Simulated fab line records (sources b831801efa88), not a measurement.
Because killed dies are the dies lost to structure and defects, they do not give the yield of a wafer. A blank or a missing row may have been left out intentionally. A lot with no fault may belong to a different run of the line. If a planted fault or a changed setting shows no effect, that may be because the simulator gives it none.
Matching of chambers | flow sky130 | SKY_METAL4_ETCH_17 on rie_diel-03: 4 sister chambers
The step etches SiO2 in C4F8/O2/Ar, stops on TiN, time 3.9 s, target depth 15 nm. 20 wafers are shown with their chamber, then 10 later ones without.

## WAFERS PAIRED WITH THEIR CHAMBERS
wafer  | chamber | oes_product_au (a.u.)
L077.3 | 3       | 0.755
L077.4 | 2       | 0.748
L077.6 | 0       | 0.754
L080.1 | 2       | 0.748
L080.2 | 3       | 0.753
L080.5 | 1       | 0.762
L082.1 | 3       | 0.759
L082.2 | 0       | 0.748
L082.5 | 0       | 0.754
L085.1 | 3       | 0.754
L085.3 | 1       | 0.750
L085.4 | 0       | 0.762
L090.1 | 1       | 0.759
L090.2 | 0       | 0.756
L090.6 | 3       | 0.753
L091.1 | 0       | 0.760
L091.2 | 3       | 0.764
L091.5 | 1       | 0.752
L092.2 | 0       | 0.743
L092.4 | 1       | 0.753

SIGNATURES (averages over the wafers above)
reading        | chamber 0 | chamber 1 | chamber 2 | chamber 3 | scatter within a chamber
oes_product_au | 0.75386   | 0.75520   | 0.74800   | 0.75633   | 0.00536
Rule: a wafer lies at a distance from a chamber equal to the root of the sum of squares, over the readings, of (its reading less the chamber's mean, divided by the reading's scatter). If the next closest chamber is less than 2 further off than the closest, the wafer can't be placed; otherwise it belongs to the closest. How the scatter is found: for the shown wafers, subtract from each reading the mean of its chamber, square and add these, divide the total by (wafers less chambers), then take the root.

## WAFERS WITH NO CHAMBER GIVEN
wafer  | oes_product_au (a.u.)
L092.5 | 0.759
L096.2 | 0.760
L096.3 | 0.764
L096.6 | 0.763
L097.1 | 0.753
L097.2 | 0.766
L097.3 | 0.753
L097.4 | 0.767
L097.5 | 0.763
L097.6 | 0.761

## THE CHAMBER EACH PASSED THROUGH
wafer  | from the rows above               | in truth
L092.5 | can't be placed: 3 or 1 or 0 or 2 | 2
L096.2 | can't be placed: 3 or 1 or 0 or 2 | 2
L096.3 | can't be placed: 3 or 1 or 0 or 2 | 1
L096.6 | can't be placed: 3 or 1 or 0 or 2 | 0
L097.1 | can't be placed: 0 or 1 or 3 or 2 | 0
L097.2 | can't be placed: 3 or 1 or 0 or 2 | 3
L097.3 | can't be placed: 0 or 1 or 3 or 2 | 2
L097.4 | can't be placed: 3 or 1 or 0 or 2 | 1
L097.5 | can't be placed: 3 or 1 or 0 or 2 | 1
L097.6 | can't be placed: 3 or 1 or 0 or 2 | 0
0 of 10 placed correctly. Unplaceable from these rows: 10, with the true chamber sitting among the candidates in 10. 0 placed wrongly.
